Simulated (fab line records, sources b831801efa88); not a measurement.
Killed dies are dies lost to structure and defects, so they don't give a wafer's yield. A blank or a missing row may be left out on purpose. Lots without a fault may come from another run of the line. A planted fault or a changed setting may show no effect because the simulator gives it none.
One fault seen from 2 desks | flow sky130 | each desk has only its own numbers; what lay behind them comes last

THE TOOL OWNER'S DESK: iline_stepper-01
The tool's own readings at SKY_VT_ADJUST_HVTR_EXPOSE_04 (exposes mask HVTRM, target cd 380 nm): means of the sampled wafers that have a number, for each lot that ran on this tool. A lot is out of limits, marked OUT, if its mean lies more than 4 standard deviations from the usual mean; the brackets give that distance.
Columns: A = exposure_dose_mJ_cm2 at SKY_VT_ADJUST_HVTR_EXPOSE_04, usual 149.94
lot  | first seen here | A
L388 | day 9 06:13     | 150.07
L392 | day 11 15:32    | 149.92
L394 | day 12 00:07    | 149.87
L397 | day 12 06:48    | 149.91
L399 | day 13 06:28    | 149.75
L403 | day 14 04:37    | 149.90
L405 | day 14 20:48    | 156.82 (+53) OUT
L406 | day 15 00:11    | 156.86 (+53) OUT
L407 | day 15 04:14    | 156.88 (+53) OUT
This desk's finding: out of limits on L405, L406, L407; first on L405, day 14 20:48 (exposure_dose_mJ_cm2 at SKY_VT_ADJUST_HVTR_EXPOSE_04). In limits: L388, L392, L394, L397, L399, L403.

THE METROLOGY DESK
What the gauges read, lot by lot, whatever tool the lot ran on: means of the sampled wafers that have a number. A lot is out of limits, marked OUT, if its mean lies more than 4 standard deviations from the usual mean; the brackets give that distance.
Columns: A = cd_nm at SKY_VT_ADJUST_NCORE_CD_MEAS_07, usual 379.4 nm; B = VT_ADJUST_NCORE_OVL at SKY_VT_ADJUST_NCORE_OVL_MEAS_08, usual -1.9 nm; C = cd_nm at SKY_VT_ADJUST_HVTR_CD_MEAS_07, usual 379.9 nm
lot  | first seen here | A     | B    | C
L387 | day 8 12:31     | 381.7 | -1.5 | 377.8
L388 | day 8 17:31     | 381.3 | -3.0 | 381.1
L392 | day 11 03:48    | 374.5 | -2.2 | 381.2
L394 | day 11 11:10    | 379.5 | -1.7 | 382.1
L395 | day 11 11:35    | 385.1 | -1.1 | 380.2
L397 | day 11 17:54    | 381.4 | -2.4 | 383.3
L398 | day 11 18:34    | 376.5 | -2.6 | 376.4
L399 | day 12 16:17    | 382.6 | -2.4 | 385.2
L403 | day 13 15:10    | 379.7 | -4.4 | 385.0
L405 | day 14 07:11    | 378.3 | -0.6 | 392.0 (+4.2) OUT
L406 | day 14 10:53    | 379.6 | -3.6 | 392.6 (+4.4) OUT
L407 | day 14 15:17    | 377.6 | -0.4 | 391.6 (+4.0) OUT
L410 | day 15 14:47    | 379.4 | -2.2 | 383.3
This desk's finding: out of limits on L405, L406, L407; first on L405, day 15 09:24 (cd_nm at SKY_VT_ADJUST_HVTR_CD_MEAS_07). In limits: L387, L388, L392, L394, L395, L397, L398, L399, L403, L410.

PUT TOGETHER
The tool owner's desk could have raised an alarm at day 14 20:48, on L405, L406, L407.
The metrology desk could have raised an alarm at day 15 09:24, on L405, L406, L407.
Of the lots named, all ran SKY_VT_ADJUST_HVTR_EXPOSE_04 on iline_stepper-01.

WHAT THE SIMULATOR HAD PUT IN
Process parameter drift: iline_stepper-01, from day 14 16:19 on, at SKY_VT_ADJUST_HVTR_EXPOSE_04. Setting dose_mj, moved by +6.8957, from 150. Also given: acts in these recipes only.
Lots struck among those shown: L405, L406, L407.
Hours from the fault's start to each desk's first reading out of limits: the tool owner's desk, 4; the metrology desk, 17.
